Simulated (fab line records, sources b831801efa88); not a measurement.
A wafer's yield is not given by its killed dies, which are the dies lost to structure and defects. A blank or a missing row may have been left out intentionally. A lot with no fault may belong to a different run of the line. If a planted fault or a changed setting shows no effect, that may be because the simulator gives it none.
fab line records	flow gf180mcu
record lots=24	wafers=72	last-day=34
route steps=602 shown SAB@274 CONTACT@303 V1@336 V2@405 MIM@507
lots that met no fault: from a run of the same line without faults
start-h: start of the lot's first displayed wafer, in hours after the record's first day	wait-h: time in hours since the lot's previous step	" the same as in the row above	L1.1+2: several wafers, shown together as one row	- no value, or no start was given	* or withheld: withheld	< > ~ a bound
route shown NAME@n: NAME is a module with steps in the file, n the number in the route of the first one	usual: average and standard deviation across the fault-free wafers	same: alike in all rows	chamber/n: place in a boat	sites: the reading at each site	_std_site: standard deviation of those values	_edge_site: the outer-site mean with the inner-site mean subtracted	radius-mm: how far each site lies from the wafer's centre	mask NAME#n: copy n	behind: the last tool/chamber to shape the wafer	hold: what put the lot on hold/how long, in hours/how the hold closed	device: transistor that didn't switch, given as n, p or np	end of line: at the end of the route, the tests of the same wafers	where a step has no rows: the recipe by itself	killed: at the first sort, the dies lost to defects and structure; wafer yield is something else	map: the dies of a wafer, with x for killed, . for not killed, _ for no die there
set.NAME: setting as actually run; set.NAME@STEP: the setting as run at that earlier step	model.NAME: the simulator's own value behind a step, which no gauge read
the route's steps for a sample of lots (tables are steps, rows are wafers)
services: from which hour (start-h, from the record's first day; less than 0 if before it) a tool's chamber was out of use, for how many hours, and why
## steps
# step GF_SAB_OVL_MEAS_10
# usual SAB_OVL=-1.5/1.2
lot.wafer	tool	chamber	start-h	wait-h	SAB_OVL[nm]
L074.2	overlay-02	-	335.29	0.1	-1.8
L074.5	"	-	"	"	-2.3
L074.6	"	-	"	"	-3.2
L075.3	overlay-02	-	344.81	0.1	-2.2
L075.4	"	-	"	"	-1.3
L075.5	"	-	"	"	-1.5
L076.1	overlay-01	-	356.19	0.1	-2.9
L076.3	"	-	"	"	-3.1
L076.6	"	-	"	"	-2.7
L077.1	overlay-02	-	359.78	0.1	-2.6
L077.5	"	-	"	"	-0.6
L077.6	"	-	"	"	-1.3
L078.1	overlay-02	-	371.20	0.1	0.5
L078.3	"	-	"	"	-2.0
L078.4	"	-	"	"	-0.1
L079.1	overlay-01	-	381.75	0.1	-0.2
L079.3	"	-	"	"	-0.9
L079.5	"	-	"	"	-2.9
L080.1	overlay-02	-	391.38	0.1	-0.5
L080.3	"	-	"	"	-2.0
L080.6	"	-	"	"	-1.8
L081.3	overlay-02	-	395.39	0.1	-2.0
L081.4	"	-	"	"	1.1
L081.5	"	-	"	"	-1.6
L082.1	overlay-01	-	407.75	0.1	-0.2
L082.3	"	-	"	"	0.5
L082.4	"	-	"	"	-0.9
L083.1	overlay-02	-	417.79	0.1	0.1
L083.4	"	-	"	"	-0.4
L083.6	"	-	"	"	-1.5
L084.2	overlay-01	-	426.54	0.1	1.8
L084.3	"	-	"	"	-1.3
L084.4	"	-	"	"	-2.0
L085.2	overlay-01	-	432.29	0.1	-0.8
L085.3	"	-	"	"	-3.4
L085.4	"	-	"	"	-1.0
L086.1	overlay-02	-	441.99	0.1	0.3
L086.4	"	-	"	"	-1.9
L086.5	"	-	"	"	0.0
L087.1	overlay-01	-	460.33	0.1	-1.7
L087.2	"	-	"	"	-3.5
L087.6	"	-	"	"	-2.6
L088.4	overlay-01	-	461.45	0.1	-1.4
L088.5	"	-	"	"	-2.6
L088.6	"	-	"	"	-1.6
L089.1	overlay-02	-	475.36	0.1	-2.8
L089.5	"	-	"	"	-3.4
L089.6	"	-	"	"	-2.5
L090.1	overlay-02	-	478.35	0.1	-1.5
L090.4	"	-	"	"	-2.8
L090.6	"	-	"	"	-2.2
L091.4	overlay-02	-	490.30	0.1	-1.5
L091.5	"	-	"	"	-0.3
L091.6	"	-	"	"	0.2
L092.1	overlay-02	-	493.43	0.1	-0.2
L092.2	"	-	"	"	-0.8
L092.3	"	-	"	"	-0.9
L093.2	overlay-02	-	514.94	0.1	-1.2
L093.5	"	-	"	"	-1.2
L093.6	"	-	"	"	-2.3
L094.2	overlay-02	-	518.10	0.1	-0.5
L094.4	"	-	"	"	-2.2
L094.6	"	-	"	"	-2.0
L096.1	overlay-01	-	524.10	0.1	-2.5
L096.3	"	-	"	"	-0.3
L096.6	"	-	"	"	-0.9
L095.4	overlay-02	-	524.50	0.1	-0.4
L095.5	"	-	"	"	1.1
L095.6	"	-	"	"	-0.7
L097.2	overlay-02	-	537.30	0.1	-2.8
L097.3	"	-	"	"	-3.0
L097.6	"	-	"	"	-2.9
# step GF_CONTACT_ETCH_16
# recipe chemistry=N2/H2	target-depth-a=withheld	overetch-a=withheld	time-s=withheld	target=BARC	ion-energy-ev=200	source-w=500	bias-w=100	pressure-mtorr=30	n2-flow-sccm=100	h2-flow-sccm=200
# usual drypump-motor-current-A=5.8/0.34	oes-product-au=0.854/0.0048	throttle-valve-pct=13.224/0.0085
lot.wafer	tool	chamber	start-h	wait-h	drypump-motor-current-A	oes-product-au	throttle-valve-pct
L074.2	rie-diel-04	1	358.02	0.0	6.3	0.849	13.216
L074.5	"	1	"	"	6.3	0.846	13.210
L074.6	"	3	"	"	6.0	0.850	13.244
L075.3	rie-diel-03	1	367.77	0.0	5.8	0.856	13.230
L075.4	"	0	"	"	5.7	0.850	13.219
L075.5	"	2	"	"	6.2	0.864	13.222
L076.1	rie-diel-01	3	379.75	0.0	6.2	0.852	13.232
L076.3	"	0	"	"	5.5	0.852	13.228
L076.6	"	3	"	"	6.2	0.867	13.235
L077.1	rie-diel-01	1	383.15	0.0	6.1	0.853	13.209
L077.5	"	3	"	"	6.2	0.856	13.214
L077.6	"	0	"	"	5.5	0.852	13.221
L078.1	rie-diel-01	3	395.17	0.0	6.2	0.858	13.222
L078.3	"	1	"	"	6.1	0.858	13.222
L078.4	"	2	"	"	5.3	0.858	13.227
L079.1	rie-diel-03	1	406.22	0.0	5.8	0.854	13.228
L079.3	"	0	"	"	5.8	0.854	13.229
L079.5	"	0	"	"	5.8	0.853	13.218
L080.1	rie-diel-03	0	416.45	0.0	5.7	0.853	13.247
L080.3	"	2	"	"	6.3	0.859	13.223
L080.6	"	1	"	"	5.8	0.851	13.214
L081.3	rie-diel-03	1	421.72	0.0	5.8	0.855	13.226
L081.4	"	0	"	"	5.7	0.859	13.221
L081.5	"	1	"	"	5.8	0.849	13.225
L082.1	rie-diel-03	1	433.65	0.0	5.8	0.846	13.211
L082.3	"	2	"	"	6.3	0.847	13.226
L082.4	"	1	"	"	5.8	0.859	13.220
L083.1	rie-diel-03	0	443.65	0.0	5.7	0.859	13.215
L083.4	"	1	"	"	5.8	0.857	13.225
L083.6	"	1	"	"	5.8	0.855	13.226
L084.2	rie-diel-03	2	453.30	0.0	6.2	0.854	13.237
L084.3	"	0	"	"	5.7	0.856	13.226
L084.4	"	1	"	"	5.8	0.855	13.227
L085.2	rie-diel-01	2	459.32	0.0	5.3	0.859	13.229
L085.3	"	0	"	"	5.5	0.850	13.213
L085.4	"	1	"	"	6.1	0.856	13.224
L086.1	rie-diel-03	2	467.67	0.0	6.3	0.857	13.239
L086.4	"	1	"	"	5.8	0.855	13.238
L086.5	"	1	"	"	5.8	0.853	13.232
L087.1	rie-diel-04	3	486.52	0.0	6.0	0.858	13.239
L087.2	"	1	"	"	6.3	0.853	13.235
L087.6	"	2	"	"	5.5	0.857	13.239
L088.4	rie-diel-01	1	487.47	0.0	6.1	0.851	13.223
L088.5	"	0	"	"	5.5	0.845	13.215
L088.6	"	3	"	"	6.2	0.851	13.227
L089.1	rie-diel-04	1	500.50	0.0	6.3	0.846	13.229
L089.5	"	0	"	"	5.1	0.862	13.217
L089.6	"	3	"	"	6.0	0.851	13.226
L090.1	rie-diel-04	2	503.60	0.0	5.5	0.859	13.234
L090.4	"	1	"	"	6.3	0.855	13.220
L090.6	"	0	"	"	5.1	0.858	13.232
L091.4	rie-diel-03	0	515.62	0.0	5.7	0.855	13.225
L091.5	"	0	"	"	5.7	0.856	13.222
L091.6	"	1	"	"	5.8	0.852	13.230
L092.1	rie-diel-03	0	518.87	0.0	5.7	0.849	13.233
L092.2	"	3	"	"	5.6	0.855	13.217
L092.3	"	1	"	"	5.8	0.850	13.219
L093.2	rie-diel-01	2	539.22	0.0	5.3	0.849	13.224
L093.5	"	0	"	"	5.5	0.850	13.219
L093.6	"	3	"	"	6.2	0.855	13.227
L094.2	rie-diel-03	2	542.25	0.0	6.3	0.857	13.232
L094.4	"	0	"	"	5.7	0.856	13.225
L094.6	"	0	"	"	5.7	0.859	13.215
L096.1	rie-diel-03	3	548.10	0.0	5.6	0.858	13.231
L096.3	"	0	"	"	5.7	0.851	13.215
L096.6	"	0	"	"	5.7	0.856	13.227
L095.4	rie-diel-01	3	548.45	0.0	6.2	0.852	13.224
L095.5	"	1	"	"	6.1	0.863	13.228
L095.6	"	2	"	"	5.3	0.861	13.234
L097.2	rie-diel-01	3	561.55	0.0	6.2	0.851	13.220
L097.3	"	1	"	"	6.1	0.856	13.219
L097.6	"	2	"	"	5.3	0.854	13.224
# step GF_V1_THK_MEAS_01
# recipe reads=SiO2_of_V1_CVD_00
# usual V1_CVD_00_THK=599/5.1
lot.wafer	tool	chamber	start-h	wait-h	V1_CVD_00_THK[nm]
L074.2	film-metro-01	-	382.23	0.0	597
L074.5	"	-	"	"	594
L074.6	"	-	"	"	588
L075.3	film-metro-01	-	392.98	0.1	593
L075.4	"	-	"	"	594
L075.5	"	-	"	"	590
L076.1	film-metro-02	-	405.23	0.0	595
L076.3	"	-	"	"	601
L076.6	"	-	"	"	595
L077.1	film-metro-03	-	408.41	0.0	602
L077.5	"	-	"	"	608
L077.6	"	-	"	"	602
L078.1	film-metro-01	-	421.79	0.0	598
L078.3	"	-	"	"	595
L078.4	"	-	"	"	600
L079.1	film-metro-01	-	432.78	0.0	608
L079.3	"	-	"	"	609
L079.5	"	-	"	"	608
L080.1	film-metro-03	-	442.65	0.0	603
L080.3	"	-	"	"	593
L080.6	"	-	"	"	594
L081.3	film-metro-01	-	449.20	0.1	606
L081.4	"	-	"	"	595
L081.5	"	-	"	"	594
L082.1	film-metro-01	-	461.13	0.0	595
L082.3	"	-	"	"	604
L082.4	"	-	"	"	598
L083.1	film-metro-01	-	471.27	0.1	596
L083.4	"	-	"	"	599
L083.6	"	-	"	"	595
L084.2	film-metro-01	-	479.49	0.0	602
L084.3	"	-	"	"	606
L084.4	"	-	"	"	597
L085.2	film-metro-01	-	486.03	0.0	601
L085.3	"	-	"	"	605
L085.4	"	-	"	"	604
L086.1	film-metro-01	-	493.58	0.0	594
L086.4	"	-	"	"	593
L086.5	"	-	"	"	594
L087.1	film-metro-01	-	512.07	0.0	608
L087.2	"	-	"	"	605
L087.6	"	-	"	"	610
L088.4	film-metro-03	-	513.19	0.0	589
L088.5	"	-	"	"	594
L088.6	"	-	"	"	594
L089.1	film-metro-01	-	526.21	0.0	595
L089.5	"	-	"	"	598
L089.6	"	-	"	"	595
L090.1	film-metro-01	-	529.39	0.0	604
L090.4	"	-	"	"	597
L090.6	"	-	"	"	595
L091.4	film-metro-02	-	540.72	0.0	602
L091.5	"	-	"	"	600
L091.6	"	-	"	"	603
L092.1	film-metro-02	-	543.88	0.0	602
L092.2	"	-	"	"	601
L092.3	"	-	"	"	601
L093.2	film-metro-01	-	563.96	0.0	595
L093.5	"	-	"	"	598
L093.6	"	-	"	"	590
L094.2	film-metro-02	-	566.78	0.0	610
L094.4	"	-	"	"	606
L094.6	"	-	"	"	603
L096.1	film-metro-02	-	572.06	0.0	594
L096.3	"	-	"	"	603
L096.6	"	-	"	"	599
L095.4	film-metro-02	-	572.84	0.0	596
L095.5	"	-	"	"	602
L095.6	"	-	"	"	597
L097.2	film-metro-02	-	585.28	0.0	601
L097.3	"	-	"	"	597
L097.6	"	-	"	"	597
# step GF_V1_CMP_04
# recipe material=SiO2	down-force-psi=4	platen-rpm=60	pad-velocity-m-s=0.94248
# usual motor-current-A=11.4/1.4	time-to-endpoint-s=81/4.8
lot.wafer	tool	chamber	start-h	wait-h	motor-current-A	time-to-endpoint-s
L074.2	cmp-02	0	382.56	0.2	12.8	81
L074.5	"	1	"	"	8.7	80
L074.6	"	2	"	"	10.6	87
L075.3	cmp-02	0	393.15	0.0	12.6	81
L075.4	"	3	"	"	10.9	87
L075.5	"	1	"	"	9.2	84
L076.3	cmp-02	3	405.42	0.0	10.7	84
L076.1	"	0	"	"	12.3	80
L076.6	"	0	"	"	12.4	85
L077.1	cmp-01	3	408.70	0.1	14.3	81
L077.5	"	1	"	"	11.3	83
L077.6	"	2	"	"	12.4	89
L078.4	cmp-02	3	421.98	0.0	11.0	88
L078.1	"	0	"	"	12.4	74
L078.3	"	1	"	"	9.2	75
L079.1	cmp-01	2	433.06	0.1	12.7	85
L079.3	"	3	"	"	15.0	82
L079.5	"	0	"	"	11.3	81
L080.1	cmp-02	3	442.89	0.1	11.0	83
L080.3	"	0	"	"	12.1	82
L080.6	"	2	"	"	10.9	89
L081.4	cmp-02	3	449.47	0.1	11.5	85
L081.3	"	0	"	"	12.1	77
L081.5	"	1	"	"	8.8	84
L082.4	cmp-01	0	461.32	0.0	10.9	75
L082.1	"	1	"	"	12.8	71
L082.3	"	3	"	"	14.1	79
L083.1	cmp-02	2	471.51	0.1	11.2	73
L083.4	"	0	"	"	12.3	78
L083.6	"	2	"	"	11.0	81
L084.4	cmp-02	2	479.67	0.0	10.8	85
L084.2	"	3	"	"	11.0	80
L084.3	"	1	"	"	9.3	85
L085.4	cmp-02	1	486.26	0.1	9.0	83
L085.3	"	2	"	"	11.1	77
L085.2	"	3	"	"	10.8	76
L086.1	cmp-02	2	493.87	0.1	10.9	78
L086.4	"	3	"	"	11.1	78
L086.5	"	0	"	"	12.4	81
L087.1	cmp-01	0	512.26	0.1	10.7	77
L087.2	"	1	"	"	12.3	79
L087.6	"	1	"	"	12.4	81
L088.4	cmp-02	3	513.50	0.2	10.5	86
L088.5	"	0	"	"	12.2	86
L088.6	"	1	"	"	9.0	86
L089.1	cmp-01	2	526.45	0.1	12.5	81
L089.5	"	1	"	"	11.9	84
L089.6	"	2	"	"	12.7	84
L090.4	cmp-01	1	529.63	0.1	12.2	77
L090.1	"	3	"	"	14.5	73
L090.6	"	0	"	"	11.0	75
L091.4	cmp-02	0	541.23	0.4	12.4	88
L091.5	"	3	"	"	11.1	85
L091.6	"	0	"	"	12.1	87
L092.3	cmp-02	0	544.07	0.0	12.6	77
L092.1	"	1	"	"	9.0	80
L092.2	"	2	"	"	11.7	79
L093.2	cmp-01	3	564.24	0.1	13.8	73
L093.5	"	1	"	"	12.2	80
L093.6	"	2	"	"	12.4	84
L094.4	cmp-02	3	567.06	0.1	11.0	86
L094.2	"	0	"	"	13.3	84
L094.6	"	2	"	"	11.4	90
L096.1	cmp-01	3	572.35	0.1	13.6	84
L096.3	"	0	"	"	11.3	79
L096.6	"	1	"	"	11.9	81
L095.4	cmp-01	3	573.10	0.1	14.2	86
L095.5	"	1	"	"	12.0	86
L095.6	"	2	"	"	11.8	84
L097.3	cmp-02	1	585.46	0.0	9.3	69
L097.2	"	2	"	"	10.9	72
L097.6	"	2	"	"	11.5	77
# step GF_V2_CVD_23
# recipe material=W	target-thk-nm=350	time-s=104.94	temp-c=400	pressure-torr=40
# usual heater-power-w=851/72
# same time-s=104.94
lot.wafer	tool	chamber	start-h	wait-h	heater-power-w
L074.2	cvd-w-01	1	458.96	0.0	843
L074.5	"	0	"	"	684
L074.6	"	1	"	"	824
L075.3	cvd-w-01	1	469.40	0.1	861
L075.4	"	0	"	"	692
L075.5	"	1	"	"	840
L076.1	cvd-w-01	0	481.86	0.0	705
L076.3	"	1	"	"	828
L076.6	"	0	"	"	697
L077.1	cvd-w-02	1	486.24	0.0	898
L077.5	"	0	"	"	880
L077.6	"	1	"	"	893
L078.1	cvd-w-02	0	499.08	0.0	862
L078.3	"	1	"	"	892
L078.4	"	0	"	"	847
L079.1	cvd-w-01	0	509.63	0.0	701
L079.3	"	0	"	"	712
L079.5	"	1	"	"	825
L080.1	cvd-w-02	1	518.37	0.0	882
L080.3	"	0	"	"	878
L080.6	"	0	"	"	862
L081.3	cvd-w-01	0	524.63	0.1	705
L081.4	"	1	"	"	846
L081.5	"	0	"	"	698
L082.1	cvd-w-02	1	535.63	0.0	900
L082.3	"	0	"	"	850
L082.4	"	1	"	"	894
L083.1	cvd-w-02	1	546.14	0.0	916
L083.4	"	1	"	"	917
L083.6	"	1	"	"	904
L084.2	cvd-w-01	0	553.33	0.0	708
L084.3	"	0	"	"	701
L084.4	"	1	"	"	847
L085.2	cvd-w-02	1	559.07	0.0	922
L085.3	"	0	"	"	860
L085.4	"	1	"	"	906
L086.1	cvd-w-02	1	565.70	0.0	905
L086.4	"	0	"	"	887
L086.5	"	0	"	"	881
L087.1	cvd-w-01	0	583.51	0.0	721
L087.2	"	1	"	"	834
L087.6	"	1	"	"	848
L088.4	cvd-w-02	1	584.49	0.0	900
L088.5	"	0	"	"	882
L088.6	"	1	"	"	902
L089.1	cvd-w-02	0	596.61	0.0	888
L089.5	"	1	"	"	914
L089.6	"	0	"	"	879
L090.1	cvd-w-01	0	598.82	0.0	698
L090.4	"	1	"	"	812
L090.6	"	0	"	"	714
L091.4	cvd-w-02	0	610.13	0.1	888
L091.5	"	0	"	"	879
L091.6	"	1	"	"	920
L092.1	cvd-w-02	1	612.80	0.0	912
L092.2	"	0	"	"	855
L092.3	"	1	"	"	925
L093.2	cvd-w-02	1	631.73	0.0	923
L093.5	"	1	"	"	881
L093.6	"	0	"	"	897
L094.2	cvd-w-02	0	634.49	0.0	869
L094.4	"	0	"	"	870
L094.6	"	0	"	"	882
L096.1	cvd-w-02	1	639.59	0.0	905
L096.3	"	0	"	"	884
L096.6	"	1	"	"	907
L095.4	cvd-w-02	0	641.00	0.1	862
L095.5	"	1	"	"	917
L095.6	"	0	"	"	863
L097.2	cvd-w-02	0	651.56	0.0	877
L097.3	"	0	"	"	884
L097.6	"	1	"	"	902
# step GF_MIM_SPUTTER_04
# recipe material=TiN	target-thk-nm=50	power-w=6500	time-s=41.7	chamber-pressure-pa=0.4
# usual throttle-valve-pct=29.7/1.1
# same time-s=41.7
lot.wafer	tool	chamber	start-h	wait-h	throttle-valve-pct
L074.2	pvd-sputter-01	-	559.14	0.0	28.5
L074.5	"	-	"	"	29.9
L074.6	"	-	"	"	28.5
L075.3	pvd-sputter-02	-	569.68	0.0	28.6
L075.4	"	-	"	"	30.3
L075.5	"	-	"	"	31.0
L076.1	pvd-sputter-02	-	580.47	0.0	28.7
L076.3	"	-	"	"	28.5
L076.6	"	-	"	"	28.4
L077.1	pvd-sputter-02	-	583.70	0.0	28.6
L077.5	"	-	"	"	28.7
L077.6	"	-	"	"	28.3
L078.1	pvd-sputter-02	-	593.46	0.0	31.1
L078.3	"	-	"	"	30.1
L078.4	"	-	"	"	31.1
L079.1	pvd-sputter-02	-	604.86	0.0	29.8
L079.3	"	-	"	"	28.6
L079.5	"	-	"	"	31.1
L080.1	pvd-sputter-02	-	612.98	0.0	29.6
L080.3	"	-	"	"	28.4
L080.6	"	-	"	"	31.3
L081.3	pvd-sputter-02	-	616.46	0.0	28.5
L081.4	"	-	"	"	29.7
L081.5	"	-	"	"	28.6
L082.1	pvd-sputter-03	-	627.66	0.0	29.2
L082.3	"	-	"	"	30.5
L082.4	"	-	"	"	31.0
L083.1	pvd-sputter-02	-	637.90	0.0	28.6
L083.4	"	-	"	"	29.8
L083.6	"	-	"	"	28.5
L084.2	pvd-sputter-02	-	644.76	0.0	29.9
L084.3	"	-	"	"	31.2
L084.4	"	-	"	"	28.4
L085.2	pvd-sputter-02	-	649.16	0.0	28.7
L085.3	"	-	"	"	31.2
L085.4	"	-	"	"	29.8
L086.1	pvd-sputter-02	-	655.20	0.0	28.8
L086.4	"	-	"	"	29.7
L086.5	"	-	"	"	28.8
L087.1	pvd-sputter-02	-	671.48	0.0	28.6
L087.2	"	-	"	"	28.8
L087.6	"	-	"	"	29.9
L088.4	pvd-sputter-02	-	674.30	0.0	28.4
L088.5	"	-	"	"	28.6
L088.6	"	-	"	"	30.0
L089.1	pvd-sputter-03	-	683.70	0.0	31.2
L089.5	"	-	"	"	30.5
L089.6	"	-	"	"	28.6
L090.1	pvd-sputter-02	-	684.26	0.0	28.6
L090.4	"	-	"	"	28.6
L090.6	"	-	"	"	29.8
L091.4	pvd-sputter-03	-	696.98	0.0	29.5
L091.5	"	-	"	"	28.8
L091.6	"	-	"	"	31.0
L092.1	pvd-sputter-01	-	697.88	0.0	28.6
L092.2	"	-	"	"	31.4
L092.3	"	-	"	"	29.9
L093.2	pvd-sputter-03	-	715.07	0.0	28.9
L093.5	"	-	"	"	29.1
L093.6	"	-	"	"	31.2
L094.2	pvd-sputter-03	-	717.59	0.0	29.4
L094.4	"	-	"	"	31.3
L094.6	"	-	"	"	30.5
L096.1	pvd-sputter-02	-	721.53	0.0	30.0
L096.3	"	-	"	"	28.4
L096.6	"	-	"	"	28.9
L095.4	pvd-sputter-02	-	723.01	0.0	29.9
L095.5	"	-	"	"	29.8
L095.6	"	-	"	"	28.5
L097.2	pvd-sputter-01	-	731.96	0.0	31.3
L097.3	"	-	"	"	30.0
L097.6	"	-	"	"	30.0
## services
tool	chamber	start-h	hours	kind
rie-diel-03	2	338.41	4.3	repair
rie-diel-03	0	348.91	7.2	repair
cvd-w-02	-	365.97	6.9	pm
cmp-01	-	369.61	2.0	repair
cmp-01	-	377.53	1.1	repair
cvd-w-02	-	387.33	2.8	pm
cmp-01	-	404.17	4.0	pm
cmp-01	-	419.02	2.0	repair
cmp-01	-	486.87	0.6	repair
cvd-w-02	0	492.50	4.9	repair
cmp-02	-	520.70	6.5	pm
pvd-sputter-02	-	522.85	1.7	repair
cmp-02	-	527.49	10.8	pm
cmp-02	-	538.98	1.6	repair
cmp-01	-	540.60	4.4	pm
cmp-02	-	572.25	4.0	pm
cmp-02	-	590.29	1.5	repair
cmp-02	-	620.96	1.1	repair
cmp-02	-	655.86	0.8	repair
rie-diel-03	-	677.10	0.2	repair
cvd-w-02	1	680.63	2.9	repair
cmp-02	-	703.92	2.7	repair
cmp-02	-	708.10	0.4	repair
rie-diel-03	3	715.05	10.3	repair
## key
fault none
